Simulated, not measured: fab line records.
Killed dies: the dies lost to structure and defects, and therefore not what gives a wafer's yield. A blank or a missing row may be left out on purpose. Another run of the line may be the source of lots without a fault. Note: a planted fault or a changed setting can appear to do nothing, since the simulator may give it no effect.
Check of tool commonality || flow sky130 || Lots sampled 15, wafers sampled 54

WHY IT WAS OPENED
Of 15 lots, 3 have the reading NWELL_RS flagged at SKY_NWELL_RS_MEAS_29. Fault-free wafers read 625.8 ohm/sq, with a standard deviation of 1.4.
Rule: a lot gets a flag if all its wafers with a number sit over 4 standard deviations from that mean, or if no wafer of it has a number. The other lots count as sound.

{"lot": "L391", "measured": "day 5 09:35", "on": "film_metro-02", "NWELL_RS (ohm/sq), wafer by wafer": "625.0 626.0 626.1", "flag": ""}
{"lot": "L392", "measured": "day 5 13:07", "on": "film_metro-03", "NWELL_RS (ohm/sq), wafer by wafer": "627.2 628.9 628.3", "flag": ""}
{"lot": "L394", "measured": "day 5 23:10", "on": "film_metro-02", "NWELL_RS (ohm/sq), wafer by wafer": "626.2 626.4 626.7", "flag": ""}
{"lot": "L395", "measured": "day 6 03:27", "on": "film_metro-01", "NWELL_RS (ohm/sq), wafer by wafer": "625.0 623.7 625.0", "flag": ""}
{"lot": "L396", "measured": "day 7 07:41", "on": "film_metro-02", "NWELL_RS (ohm/sq), wafer by wafer": "624.8 627.3 625.8", "flag": ""}
{"lot": "L399", "measured": "day 7 11:25", "on": "film_metro-01", "NWELL_RS (ohm/sq), wafer by wafer": "624.6 625.7 626.2", "flag": ""}
{"lot": "L397", "measured": "day 7 11:58", "on": "film_metro-02", "NWELL_RS (ohm/sq), wafer by wafer": "625.1 624.9 624.7", "flag": ""}
{"lot": "L401", "measured": "day 7 18:33", "on": "film_metro-03", "NWELL_RS (ohm/sq), wafer by wafer": "627.5 627.5 626.3", "flag": ""}
{"lot": "L400", "measured": "day 7 19:37", "on": "film_metro-01", "NWELL_RS (ohm/sq), wafer by wafer": "626.9 625.2 624.9", "flag": ""}
{"lot": "L402", "measured": "day 8 06:05", "on": "film_metro-01", "NWELL_RS (ohm/sq), wafer by wafer": "622.9 624.1 622.6", "flag": ""}
{"lot": "L410", "measured": "day 10 18:20", "on": "film_metro-02", "NWELL_RS (ohm/sq), wafer by wafer": "626.5 625.3 624.5", "flag": ""}
{"lot": "L411", "measured": "day 11 00:16", "on": "film_metro-03", "NWELL_RS (ohm/sq), wafer by wafer": "651.6 652.4 652.8 651.4 652.7 652.4", "flag": "FLAGGED"}
{"lot": "L412", "measured": "day 11 03:43", "on": "film_metro-01", "NWELL_RS (ohm/sq), wafer by wafer": "649.9 650.2 651.0 651.2 650.6 651.2", "flag": "FLAGGED"}
{"lot": "L413", "measured": "day 11 04:16", "on": "film_metro-01", "NWELL_RS (ohm/sq), wafer by wafer": "650.5 651.6 651.2 649.0 650.8 651.3", "flag": "FLAGGED"}
{"lot": "L414", "measured": "day 11 08:03", "on": "film_metro-01", "NWELL_RS (ohm/sq), wafer by wafer": "626.3 626.7 628.5", "flag": ""}
The mean of the flagged lots' numbers is 651.2 ohm/sq, +25.4 ohm/sq from the usual (+18 standard deviations).

LOT BY LOT: THE TOOL USED
The record holds 1 process step before the reading, out of a route of 708 steps. Read each cell as the tool, then ch plus the chambers that the sampled wafers visited, then the start.
{"lot": "L391", "flag": "", "SKY_NWELL_IMPLANT_13": "implanter-04 ch 0, day 4 15:50"}
{"lot": "L392", "flag": "", "SKY_NWELL_IMPLANT_13": "implanter-01 ch 0, day 4 19:27"}
{"lot": "L394", "flag": "", "SKY_NWELL_IMPLANT_13": "implanter-04 ch 0, day 5 04:32"}
{"lot": "L395", "flag": "", "SKY_NWELL_IMPLANT_13": "implanter-04 ch 0, day 5 09:50"}
{"lot": "L396", "flag": "", "SKY_NWELL_IMPLANT_13": "implanter-02 ch 0, day 6 12:37"}
{"lot": "L399", "flag": "", "SKY_NWELL_IMPLANT_13": "implanter-01 ch 0, day 6 16:07"}
{"lot": "L397", "flag": "", "SKY_NWELL_IMPLANT_13": "implanter-04 ch 0, day 6 17:07"}
{"lot": "L401", "flag": "", "SKY_NWELL_IMPLANT_13": "implanter-01 ch 0, day 6 22:46"}
{"lot": "L400", "flag": "", "SKY_NWELL_IMPLANT_13": "implanter-04 ch 0, day 6 23:25"}
{"lot": "L402", "flag": "", "SKY_NWELL_IMPLANT_13": "implanter-01 ch 0, day 7 09:25"}
{"lot": "L410", "flag": "", "SKY_NWELL_IMPLANT_13": "implanter-02 ch 0, day 9 18:28"}
{"lot": "L411", "flag": "FLAGGED", "SKY_NWELL_IMPLANT_13": "implanter-02, day 10 00:51"}
{"lot": "L412", "flag": "FLAGGED", "SKY_NWELL_IMPLANT_13": "implanter-02, day 10 03:53"}
{"lot": "L413", "flag": "FLAGGED", "SKY_NWELL_IMPLANT_13": "implanter-04, day 10 04:32"}
{"lot": "L414", "flag": "", "SKY_NWELL_IMPLANT_13": "implanter-02 ch 0, day 10 08:30"}
What these steps do:
- SKY_NWELL_IMPLANT_13
- SKY_NWELL_RS_MEAS_29: measures by four-point-probe.

FLAGGED OVER TOTAL, TOOL BY TOOL (the gauges that took the reading come last)
{"step": "SKY_NWELL_IMPLANT_13", "tool": "implanter-01", "lots run": 4, "flagged": 0, "share of the flagged lots": "none", "sound lots run after its first flagged lot": "-"}
{"step": "SKY_NWELL_IMPLANT_13", "tool": "implanter-02", "lots run": 5, "flagged": 2, "share of the flagged lots": "some", "sound lots run after its first flagged lot": "1 (L414)"}
{"step": "SKY_NWELL_IMPLANT_13", "tool": "implanter-04", "lots run": 6, "flagged": 1, "share of the flagged lots": "some", "sound lots run after its first flagged lot": 0}
{"step": "SKY_NWELL_RS_MEAS_29", "tool": "film_metro-01", "lots run": 7, "flagged": 2, "share of the flagged lots": "some", "sound lots run after its first flagged lot": "1 (L414)"}
{"step": "SKY_NWELL_RS_MEAS_29", "tool": "film_metro-02", "lots run": 5, "flagged": 0, "share of the flagged lots": "none", "sound lots run after its first flagged lot": "-"}
{"step": "SKY_NWELL_RS_MEAS_29", "tool": "film_metro-03", "lots run": 3, "flagged": 1, "share of the flagged lots": "some", "sound lots run after its first flagged lot": 0}

THE TABLE: WHAT IT ALLOWS
No row of the table ran every flagged lot.

WHAT HAD BEEN PUT IN BY THE SIMULATOR
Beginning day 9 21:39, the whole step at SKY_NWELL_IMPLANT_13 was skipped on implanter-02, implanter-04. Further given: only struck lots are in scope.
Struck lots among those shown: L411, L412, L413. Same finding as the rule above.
